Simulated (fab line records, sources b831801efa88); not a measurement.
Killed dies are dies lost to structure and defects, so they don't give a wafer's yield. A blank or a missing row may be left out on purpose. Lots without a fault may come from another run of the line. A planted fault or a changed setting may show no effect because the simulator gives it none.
Which tool did it? | flow sky130 | 10 lots, 29 wafers sampled, at 5 steps of a route of 708

WHAT THE GAUGES READ, wafer by wafer
SKY_VT_ADJUST_LVTN_OVL_MEAS_07. Usual: VT_ADJUST_LVTN_OVL -1.0 nm, standard deviation 1.4.
lot  | measured     | on         | VT_ADJUST_LVTN_OVL (nm) | flag
L970 | day 6 21:53  | overlay-02 | 0.6 2.4 -1.1            |
L971 | day 7 02:27  | overlay-01 | -2.6 -3.5 -1.2          |
L972 | day 7 11:39  | overlay-02 | -3.6 -3.2 -2.5          |
L973 | day 7 16:17  | overlay-02 | -1.0 -2.9 -0.6          |
L974 | day 7 23:44  | overlay-01 | -3.4 -3.0 -2.1          |
L983 | day 10 14:44 | overlay-01 | 0.8 -1.5 -2.1           |
L984 | day 10 20:05 | overlay-02 | -3.1 -2.6               |
L991 | day 12 21:24 | overlay-02 | 0.3 -1.4 1.9            |
L992 | day 13 02:56 | overlay-02 | -0.2 -2.3 -1.4          |
L993 | day 13 15:02 | overlay-02 | -0.2 0.2 1.1            |

SKY_POLY_GATE_THK_MEAS_04. Usual: POLY_GATE_CVD_03_THK 74.9 nm, standard deviation 0.65.
lot  | measured     | on            | POLY_GATE_CVD_03_THK (nm) | flag
L970 | day 15 05:16 | film_metro-03 | 75.9 75.2 74.6            |
L971 | day 15 10:56 | film_metro-04 | 75.9 76.2 76.3            |
L972 | day 16 00:14 | film_metro-02 | 74.2 74.4 74.6            |
L973 | day 16 05:40 | film_metro-02 | 74.1 74.8 74.4            |
L974 | day 16 15:52 | film_metro-03 | 75.8 75.1 75.4            |
L983 | day 20 07:15 | film_metro-03 | 74.2 74.7 75.0            |
L984 | day 20 14:30 | film_metro-04 | 74.3 74.5                 |
L991 | day 22 20:21 | film_metro-02 | 75.6 76.2 75.6            |
L992 | day 23 07:46 | film_metro-04 | 75.5 75.4 75.2            |
L993 | day 23 19:31 | film_metro-03 | 74.8 75.5 74.7            |

SKY_LDD_N_TW_MEAS_17. Usual: LDD_N_TW 2586, standard deviation 18.
lot  | measured     | on            | LDD_N_TW       | flag
L970 | day 17 16:07 | film_metro-02 | 2578 2571 2564 |
L971 | day 17 22:20 | film_metro-02 | 2574 2574 2571 |
L972 | day 18 14:58 | film_metro-02 | 2577 2578 2578 |
L973 | day 18 19:04 | film_metro-02 | 2577 2576 2569 |
L974 | day 19 07:39 | film_metro-04 | 2586 2579 2590 |
L983 | day 23 00:32 | film_metro-04 | 2598 2610 2579 |
L984 | day 23 07:04 | film_metro-02 | 2577 2578      |
L991 | day 25 10:45 | film_metro-04 | 2613 2594 2615 |
L992 | day 25 21:47 | film_metro-04 | 2591 2603 2602 |
L993 | day 26 09:31 | film_metro-01 | 2601 2625 2611 |

SKY_SD_P_CD_MEAS_07: target cd 380 nm. Usual: cd_nm 380.5 nm, standard deviation 2.5.
lot  | measured     | on        | cd_nm (nm)                          | flag
L970 | day 25 09:30 | cd_sem-01 | 379.6 382.3 384.8                   |
L971 | day 25 13:34 | cd_sem-02 | 378.2 376.8 378.0                   |
L972 | day 26 08:41 | cd_sem-02 | 379.7 377.3 376.6                   |
L973 | day 26 11:03 | cd_sem-02 | 382.1 385.1 381.4                   |
L974 | day 26 21:55 | cd_sem-02 | 382.4 380.3 382.0                   |
L983 | day 30 10:42 | cd_sem-01 | 383.4 382.7 370.5 383.4 382.4 370.2 |
L984 | day 30 18:47 | cd_sem-02 | 367.0 380.8 367.3 380.8             |
L991 | day 32 18:23 | cd_sem-02 | 378.3 381.3 377.8                   |
L992 | day 33 01:28 | cd_sem-02 | 381.8 382.6 380.8                   |
L993 | day 33 13:53 | cd_sem-02 | 384.0 385.1 381.7                   |

WHICH TOOL RAN EACH LOT (tool, then ch and the chambers of the sampled wafers, then the start)
lot  | SKY_SD_P_EXPOSE_04
L970 | iline_stepper-01 ch 0, day 24 19:41
L971 | iline_stepper-02 ch 0, day 24 23:24
L972 | iline_stepper-02 ch 0, day 25 18:07
L973 | iline_stepper-01 ch 0, day 25 20:26
L974 | iline_stepper-02 ch 0, day 26 07:57
L983 | iline_stepper-02 ch 0, day 29 20:54
L984 | iline_stepper-02 ch 0, day 30 04:59
L991 | iline_stepper-01 ch 0, day 32 05:05
L992 | iline_stepper-02 ch 0, day 32 12:35
L993 | iline_stepper-02 ch 0, day 33 00:59
- SKY_SD_P_EXPOSE_04: exposes mask PSDM, target cd 380 nm.

WHAT THE TOOLS THEMSELVES READ (means of the sampled wafers that have a number; where no wafer has one, the mark that the record gives instead)
SKY_SD_P_EXPOSE_04. Usual: reticle_temp_C 22.96 C, standard deviation 0.094.
lot  | tool             | reticle_temp_C (C) | flag
L970 | iline_stepper-01 | 23.06              |
L971 | iline_stepper-02 | 22.94              |
L972 | iline_stepper-02 | 22.93              |
L973 | iline_stepper-01 | 23.08              |
L974 | iline_stepper-02 | 22.97              |
L983 | iline_stepper-02 | 22.96              |
L984 | iline_stepper-02 | 22.91              |
L991 | iline_stepper-01 | 23.06              |
L992 | iline_stepper-02 | 22.91              |
L993 | iline_stepper-02 | 22.98              |

THE ANSWER, worked out from the rows above alone
Rule: a lot is off if the mean of its wafers that have a number lies more than 3 standard deviations from the usual mean. A lot without any number at a reading at which 4 lots or more have one is off too. The other lots that the step has rows for count as sound. The gauges are gone through in route order, then the tools' own readings, and for those a lot's mean is taken as printed above. The first step at which some lot is off is used, and at that step the reading that is off furthest; a lot without a number counts as furthest.
No lot is off at any reading shown: from this, nothing can be told.

WHAT THE SIMULATOR HAD PUT IN
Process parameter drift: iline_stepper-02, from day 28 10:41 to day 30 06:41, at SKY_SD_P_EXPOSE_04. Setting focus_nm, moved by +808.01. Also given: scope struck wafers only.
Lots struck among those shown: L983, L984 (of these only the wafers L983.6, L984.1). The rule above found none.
